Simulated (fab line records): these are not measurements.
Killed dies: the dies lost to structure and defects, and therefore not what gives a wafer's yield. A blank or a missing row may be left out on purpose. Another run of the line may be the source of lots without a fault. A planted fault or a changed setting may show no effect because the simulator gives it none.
Which of the tools did it? || flow gf180mcu || Sampling: 13 lots, 36 wafers, 6 of 602 route steps

== WHAT THE GAUGES READ, wafer by wafer ==
GF_VT_IMPLANT_OVL_MEAS_40.
{"lot": "L411", "measured": "day 7 14:30", "on": "overlay-02", "VT_IMPLANT_03_OVL (nm)": "-0.4 -1.6 -2.5"}
{"lot": "L412", "measured": "day 7 19:07", "on": "overlay-02", "VT_IMPLANT_03_OVL (nm)": "-0.4 -0.3 0.4"}
{"lot": "L416", "measured": "day 9 05:29", "on": "overlay-02", "VT_IMPLANT_03_OVL (nm)": "-0.4 0.2 0.1"}
{"lot": "L417", "measured": "day 9 06:23", "on": "overlay-02", "VT_IMPLANT_03_OVL (nm)": "-1.0 -0.8 0.1"}
{"lot": "L418", "measured": "day 9 17:23", "on": "overlay-02", "VT_IMPLANT_03_OVL (nm)": "-0.7 -0.4 -1.2"}
{"lot": "L419", "measured": "day 9 17:34", "on": "overlay-01", "VT_IMPLANT_03_OVL (nm)": "0.8 -0.6 2.5"}
{"lot": "L421", "measured": "day 10 13:49", "on": "overlay-01", "VT_IMPLANT_03_OVL (nm)": "0.4 0.3 0.4"}
{"lot": "L423", "measured": "day 10 19:38", "on": "overlay-02", "VT_IMPLANT_03_OVL (nm)": "-0.1 1.3 0.1"}
{"lot": "L427", "measured": "day 11 20:35", "on": "overlay-01", "VT_IMPLANT_03_OVL (nm)": "1.0 1.3"}
{"lot": "L428", "measured": "day 12 05:17", "on": "overlay-01", "VT_IMPLANT_03_OVL (nm)": "0.9 0.1"}
{"lot": "L431", "measured": "day 13 01:51", "on": "overlay-01", "VT_IMPLANT_03_OVL (nm)": "-2.0 -0.1"}
{"lot": "L432", "measured": "day 13 10:45", "on": "overlay-01", "VT_IMPLANT_03_OVL (nm)": "0.4 -0.3 -0.7"}
{"lot": "L433", "measured": "day 13 18:51", "on": "overlay-02", "VT_IMPLANT_03_OVL (nm)": "-2.2 -0.7 -3.0"}

GF_CONTACT_THK_MEAS_03.
{"lot": "L411", "measured": "day 15 00:10", "on": "film-metro-01", "CONTACT_CVD_02_THK (nm)": "856 849 865"}
{"lot": "L412", "measured": "day 15 08:09", "on": "film-metro-01", "CONTACT_CVD_02_THK (nm)": "857 851 864"}
{"lot": "L416", "measured": "day 17 13:17", "on": "film-metro-03", "CONTACT_CVD_02_THK (nm)": "845 858 854"}
{"lot": "L417", "measured": "day 17 10:32", "on": "film-metro-03", "CONTACT_CVD_02_THK (nm)": "855 846 864"}
{"lot": "L418", "measured": "day 18 01:55", "on": "film-metro-03", "CONTACT_CVD_02_THK (nm)": "843 856 868"}
{"lot": "L419", "measured": "day 18 01:31", "on": "film-metro-01", "CONTACT_CVD_02_THK (nm)": "891 881 879"}
{"lot": "L421", "measured": "day 18 22:38", "on": "film-metro-02", "CONTACT_CVD_02_THK (nm)": "833 858 865"}
{"lot": "L423", "measured": "day 19 15:05", "on": "film-metro-02", "CONTACT_CVD_02_THK (nm)": "851 862 869"}
{"lot": "L427", "measured": "day 20 15:29", "on": "film-metro-01", "CONTACT_CVD_02_THK (nm)": "1085 862"}
{"lot": "L428", "measured": "day 21 04:42", "on": "film-metro-01", "CONTACT_CVD_02_THK (nm)": "1076 870"}
{"lot": "L431", "measured": "day 22 04:04", "on": "film-metro-03", "CONTACT_CVD_02_THK (nm)": "1070 868"}
{"lot": "L432", "measured": "day 22 14:44", "on": "film-metro-02", "CONTACT_CVD_02_THK (nm)": "840 862 863"}
{"lot": "L433", "measured": "day 23 00:05", "on": "film-metro-03", "CONTACT_CVD_02_THK (nm)": "843 840 847"}

GF_M3_RS_MEAS_05: measures by four-point-probe.
{"lot": "L411", "measured": "day 20 03:11", "on": "film-metro-03", "M3_ALCU_RS (ohm/sq)": "0.0698 0.0683 0.0686"}
{"lot": "L412", "measured": "day 20 11:26", "on": "film-metro-04", "M3_ALCU_RS (ohm/sq)": "0.0695 0.0689 0.0683"}
{"lot": "L416", "measured": "day 22 21:42", "on": "film-metro-02", "M3_ALCU_RS (ohm/sq)": "0.0692 0.0694 0.0693"}
{"lot": "L417", "measured": "day 22 18:23", "on": "film-metro-04", "M3_ALCU_RS (ohm/sq)": "0.0692 0.0702 0.0703"}
{"lot": "L418", "measured": "day 23 08:10", "on": "film-metro-02", "M3_ALCU_RS (ohm/sq)": "0.0693 0.0694 0.0692"}
{"lot": "L419", "measured": "day 23 06:38", "on": "film-metro-03", "M3_ALCU_RS (ohm/sq)": "0.0690 0.0693 0.0698"}
{"lot": "L421", "measured": "day 24 04:46", "on": "film-metro-02", "M3_ALCU_RS (ohm/sq)": "0.0695 0.0711 0.0701"}
{"lot": "L423", "measured": "day 24 19:18", "on": "film-metro-04", "M3_ALCU_RS (ohm/sq)": "0.0691 0.0698 0.0698"}
{"lot": "L427", "measured": "day 25 16:54", "on": "film-metro-02", "M3_ALCU_RS (ohm/sq)": "0.0697 0.0714"}
{"lot": "L428", "measured": "day 26 05:03", "on": "film-metro-03", "M3_ALCU_RS (ohm/sq)": "0.0687 0.0699"}
{"lot": "L431", "measured": "day 27 01:29", "on": "film-metro-04", "M3_ALCU_RS (ohm/sq)": "0.0703 0.0691"}
{"lot": "L432", "measured": "day 27 11:26", "on": "film-metro-03", "M3_ALCU_RS (ohm/sq)": "0.0692 0.0707 0.0708"}
{"lot": "L433", "measured": "day 27 20:08", "on": "film-metro-04", "M3_ALCU_RS (ohm/sq)": "0.0692 0.0701 0.0694"}

== TOOL THAT RAN EACH LOT (tool first, then ch and the chambers of the sampled wafers, then the start) ==
{"lot": "L411", "GF_CONTACT_CVD_02": "pecvd-03 ch 0,2, day 15 00:05", "GF_CONTACT_CMP_04": "cmp-01 ch 0,2, day 15 00:13", "GF_V2_SPUTTER_22": "pvd-sputter-04, day 20 02:19"}
{"lot": "L412", "GF_CONTACT_CVD_02": "pecvd-02 ch 0,2, day 15 08:04", "GF_CONTACT_CMP_04": "cmp-02 ch 2,3, day 15 08:12", "GF_V2_SPUTTER_22": "pvd-sputter-02, day 20 10:34"}
{"lot": "L416", "GF_CONTACT_CVD_02": "pecvd-02 ch 0,1,2, day 17 13:13", "GF_CONTACT_CMP_04": "cmp-01 ch 1,2, day 17 13:20", "GF_V2_SPUTTER_22": "pvd-sputter-02, day 22 20:20"}
{"lot": "L417", "GF_CONTACT_CVD_02": "pecvd-02 ch 0,1,2, day 17 10:28", "GF_CONTACT_CMP_04": "cmp-02 ch 0,2, day 17 10:39", "GF_V2_SPUTTER_22": "pvd-sputter-04, day 22 17:32"}
{"lot": "L418", "GF_CONTACT_CVD_02": "pecvd-02 ch 0,1,2, day 18 01:51", "GF_CONTACT_CMP_04": "cmp-01 ch 0,1,3, day 18 02:02", "GF_V2_SPUTTER_22": "pvd-sputter-02, day 23 07:19"}
{"lot": "L419", "GF_CONTACT_CVD_02": "pecvd-04 ch 0,1,2, day 18 01:26", "GF_CONTACT_CMP_04": "cmp-01 ch 1,2, day 18 01:35", "GF_V2_SPUTTER_22": "pvd-sputter-01, day 23 05:43"}
{"lot": "L421", "GF_CONTACT_CVD_02": "pecvd-02 ch 0,2, day 18 22:33", "GF_CONTACT_CMP_04": "cmp-02 ch 0,2, day 18 22:44", "GF_V2_SPUTTER_22": "pvd-sputter-02, day 24 03:53"}
{"lot": "L423", "GF_CONTACT_CVD_02": "pecvd-03 ch 0,2, day 19 15:01", "GF_CONTACT_CMP_04": "cmp-01 ch 0,3, day 19 15:09", "GF_V2_SPUTTER_22": "pvd-sputter-04, day 24 18:27"}
{"lot": "L427", "GF_CONTACT_CVD_02": "pecvd-03 ch 0,2, day 20 15:25", "GF_CONTACT_CMP_04": "cmp-02 ch 1,3, day 20 15:33", "GF_V2_SPUTTER_22": "pvd-sputter-04, day 25 16:02"}
{"lot": "L428", "GF_CONTACT_CVD_02": "pecvd-03 ch 0,2, day 21 04:38", "GF_CONTACT_CMP_04": "cmp-01 ch 1,3, day 21 04:49", "GF_V2_SPUTTER_22": "pvd-sputter-04, day 26 04:12"}
{"lot": "L431", "GF_CONTACT_CVD_02": "pecvd-03 ch 1,2, day 22 03:59", "GF_CONTACT_CMP_04": "cmp-02 ch 0,2, day 22 04:07", "GF_V2_SPUTTER_22": "pvd-sputter-02, day 27 00:38"}
{"lot": "L432", "GF_CONTACT_CVD_02": "pecvd-02 ch 0,2, day 22 14:40", "GF_CONTACT_CMP_04": "cmp-01 ch 2,3, day 22 14:51", "GF_V2_SPUTTER_22": "pvd-sputter-01, day 27 10:35"}
{"lot": "L433", "GF_CONTACT_CVD_02": "pecvd-04 ch 0,1, day 23 00:01", "GF_CONTACT_CMP_04": "cmp-01 ch 0,1,3, day 23 00:11", "GF_V2_SPUTTER_22": "pvd-sputter-04, day 27 19:17"}
- GF_CONTACT_CVD_02: deposits SiO2 from TEOS, target thk 860 nm, time 95.992 s.
- GF_CONTACT_CMP_04: polishes SiO2.
- GF_V2_SPUTTER_22: material TiN, target thk 10 nm, time 40 s.

== AS READ BY THE TOOLS THEMSELVES (means over the sampled wafers that have a number; for cases with no such wafer, the mark the record gives instead) ==
GF_CONTACT_CVD_02.
{"lot": "L411", "tool": "pecvd-03", "heater-power-w (W)": 590, "susceptor-temp-C (C)": 400.05}
{"lot": "L412", "tool": "pecvd-02", "heater-power-w (W)": 750, "susceptor-temp-C (C)": 400.13}
{"lot": "L416", "tool": "pecvd-02", "heater-power-w (W)": 798, "susceptor-temp-C (C)": 400.08}
{"lot": "L417", "tool": "pecvd-02", "heater-power-w (W)": 778, "susceptor-temp-C (C)": 399.87}
{"lot": "L418", "tool": "pecvd-02", "heater-power-w (W)": 758, "susceptor-temp-C (C)": 400.13}
{"lot": "L419", "tool": "pecvd-04", "heater-power-w (W)": 609, "susceptor-temp-C (C)": 400.13}
{"lot": "L421", "tool": "pecvd-02", "heater-power-w (W)": 710, "susceptor-temp-C (C)": 400.14}
{"lot": "L423", "tool": "pecvd-03", "heater-power-w (W)": 649, "susceptor-temp-C (C)": 400.00}
{"lot": "L427", "tool": "pecvd-03", "heater-power-w (W)": 696, "susceptor-temp-C (C)": 399.86}
{"lot": "L428", "tool": "pecvd-03", "heater-power-w (W)": 744, "susceptor-temp-C (C)": 399.87}
{"lot": "L431", "tool": "pecvd-03", "heater-power-w (W)": 756, "susceptor-temp-C (C)": 400.30}
{"lot": "L432", "tool": "pecvd-02", "heater-power-w (W)": 682, "susceptor-temp-C (C)": 400.06}
{"lot": "L433", "tool": "pecvd-04", "heater-power-w (W)": 671, "susceptor-temp-C (C)": 400.11}

GF_CONTACT_CMP_04.
{"lot": "L411", "tool": "cmp-01", "head-pressure-psi (psi)": 3.994, "motor-current-A (A)": 10.5, "time-to-endpoint-s (s)": 112}
{"lot": "L412", "tool": "cmp-02", "head-pressure-psi (psi)": 3.986, "motor-current-A (A)": 12.8, "time-to-endpoint-s (s)": 101}
{"lot": "L416", "tool": "cmp-01", "head-pressure-psi (psi)": 4.004, "motor-current-A (A)": 12.0, "time-to-endpoint-s (s)": 108}
{"lot": "L417", "tool": "cmp-02", "head-pressure-psi (psi)": 3.997, "motor-current-A (A)": 11.9, "time-to-endpoint-s (s)": 103}
{"lot": "L418", "tool": "cmp-01", "head-pressure-psi (psi)": 3.998, "motor-current-A (A)": 12.6, "time-to-endpoint-s (s)": 110}
{"lot": "L419", "tool": "cmp-01", "head-pressure-psi (psi)": 3.987, "motor-current-A (A)": 11.9, "time-to-endpoint-s (s)": 122}
{"lot": "L421", "tool": "cmp-02", "head-pressure-psi (psi)": 3.997, "motor-current-A (A)": 12.1, "time-to-endpoint-s (s)": 103}
{"lot": "L423", "tool": "cmp-01", "head-pressure-psi (psi)": 4.001, "motor-current-A (A)": 11.3, "time-to-endpoint-s (s)": 112}
{"lot": "L427", "tool": "cmp-02", "head-pressure-psi (psi)": 4.003, "motor-current-A (A)": 11.8, "time-to-endpoint-s (s)": 146}
{"lot": "L428", "tool": "cmp-01", "head-pressure-psi (psi)": 3.996, "motor-current-A (A)": 13.1, "time-to-endpoint-s (s)": 150}
{"lot": "L431", "tool": "cmp-02", "head-pressure-psi (psi)": 3.984, "motor-current-A (A)": 11.8, "time-to-endpoint-s (s)": 144}
{"lot": "L432", "tool": "cmp-01", "head-pressure-psi (psi)": 3.989, "motor-current-A (A)": 11.6, "time-to-endpoint-s (s)": 111}
{"lot": "L433", "tool": "cmp-01", "head-pressure-psi (psi)": 4.005, "motor-current-A (A)": 12.3, "time-to-endpoint-s (s)": 105}

GF_V2_SPUTTER_22.
{"lot": "L411", "tool": "pvd-sputter-04", "throttle-valve-pct (%)": 29.1}
{"lot": "L412", "tool": "pvd-sputter-02", "throttle-valve-pct (%)": 30.2}
{"lot": "L416", "tool": "pvd-sputter-02", "throttle-valve-pct (%)": 30.8}
{"lot": "L417", "tool": "pvd-sputter-04", "throttle-valve-pct (%)": 30.2}
{"lot": "L418", "tool": "pvd-sputter-02", "throttle-valve-pct (%)": 31.0}
{"lot": "L419", "tool": "pvd-sputter-01", "throttle-valve-pct (%)": 28.8}
{"lot": "L421", "tool": "pvd-sputter-02", "throttle-valve-pct (%)": 30.2}
{"lot": "L423", "tool": "pvd-sputter-04", "throttle-valve-pct (%)": 29.5}
{"lot": "L427", "tool": "pvd-sputter-04", "throttle-valve-pct (%)": 29.7}
{"lot": "L428", "tool": "pvd-sputter-04", "throttle-valve-pct (%)": 29.9}
{"lot": "L431", "tool": "pvd-sputter-02", "throttle-valve-pct (%)": 30.5}
{"lot": "L432", "tool": "pvd-sputter-01", "throttle-valve-pct (%)": 29.7}
{"lot": "L433", "tool": "pvd-sputter-04", "throttle-valve-pct (%)": 30.1}

== THE ANSWER, worked out from the rows above alone ==
Rule: the lots themselves supply what counts as usual. Put in order of their means at a reading, lots are off if they are a third of the lots or fewer, leave a main group of 4 or more, and stand apart from it by a gap of 3 or more times the standard deviation of the main group's means; of several such gaps the widest counts. A main group is skipped when, at the precision printed for the reading in the tables above, its means are all equal. Also off: a lot with no number at a reading for which 4 or more lots have one. Where the step has rows for the other lots, those lots are counted as sound. After the gauges, taken in route order, come the tools' own readings; for these a lot's mean is taken, as printed above. The first step at which some lot is off is used, and at that step the reading that is off furthest; a lot without a number counts as furthest.
Off: L427, L428, L431, seen at GF_CONTACT_THK_MEAS_03 (CONTACT_CVD_02_THK). Mean 857 nm and standard deviation 9.8 in the main group.
If a tool, at a process step before that reading, ran all the lots that are off and no sound lot after the first of them, it fits. The gauges at GF_CONTACT_THK_MEAS_03 aren't tried: what is off there is off at GF_CONTACT_CMP_04 too, on other tools, and a gauge's error can't cause that. One fits: GF_CONTACT_CVD_02 on pecvd-03. A fault onset in the window from L423 (day 19 15:01, its last sound lot) to L427 (day 20 15:25, its first lot off) fits.

== WHAT THE SIMULATOR HAD INSERTED ==
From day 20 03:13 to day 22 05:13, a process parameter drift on pecvd-03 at GF_CONTACT_CVD_02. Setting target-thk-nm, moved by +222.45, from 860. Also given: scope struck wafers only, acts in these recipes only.
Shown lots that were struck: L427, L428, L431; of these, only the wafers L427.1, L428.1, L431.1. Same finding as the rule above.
